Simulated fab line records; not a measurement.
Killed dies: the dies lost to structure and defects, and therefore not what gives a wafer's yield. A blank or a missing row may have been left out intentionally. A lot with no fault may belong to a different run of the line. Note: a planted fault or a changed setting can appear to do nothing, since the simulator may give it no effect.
Matching of chambers + flow gf180mcu + cmp-02 running GF_V2_CMP_26: 4 sister chambers
The step polishes, stops on SiO2, t overpolish 15 s, target thk 0 nm. 4 wafers are shown with their chamber, then 11 later ones without.

## WAFERS WITH THEIR CHAMBER
| wafer  | chamber | motor_current_A (A) |
|--------|---------|---------------------|
| L082.6 | 1       | 9.9                 |
| L085.3 | 0       | 9.9                 |
| L088.6 | 3       | 11.8                |
| L091.1 | 2       | 12.4                |

## WAFERS MISSING THEIR CHAMBER
| wafer  | motor_current_A (A) |
|--------|---------------------|
| L091.2 | 10.6                |
| L091.4 | 11.9                |
| L094.1 | 11.6                |
| L094.4 | 11.7                |
| L094.6 | 11.7                |
| L095.2 | 10.0                |
| L095.4 | 11.9                |
| L095.6 | 10.1                |
| L096.2 | 10.3                |
| L096.3 | 9.9                 |
| L096.5 | 12.5                |

## WHICH CHAMBER EACH ONE RAN IN
| wafer  | from the rows above          | in truth                   |
|--------|------------------------------|----------------------------|
| L091.2 | can't be placed: 0 or 1 or 3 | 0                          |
| L091.4 | can't be placed: 3 or 2      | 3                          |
| L094.1 | 3                            | 3                          |
| L094.4 | 3                            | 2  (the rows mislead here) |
| L094.6 | 3                            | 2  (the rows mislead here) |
| L095.2 | can't be placed: 0 or 1      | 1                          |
| L095.4 | can't be placed: 3 or 2      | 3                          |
| L095.6 | can't be placed: 0 or 1      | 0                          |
| L096.2 | can't be placed: 0 or 1      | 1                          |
| L096.3 | can't be placed: 0 or 1      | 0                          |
| L096.5 | 2                            | 2                          |
Placed correctly: 2 of 11. Can't be placed from these rows: 7 (the true chamber is among the candidates in 7). Wrongly placed: 2.
How it was worked out, from the rows above alone: a wafer's distance from a chamber is the root of the sum, over the readings, of the square of ((its reading less the chamber's mean) divided by the reading's scatter). If the next closest chamber is less than 2 further off than the closest, the wafer can't be placed; otherwise it belongs to the closest. For every chamber, the mean is computed from those of its wafers that are shown. The scatter: with one shown wafer a chamber, the root of the mean of the squares of how far each hidden wafer lies from its nearest shown one.
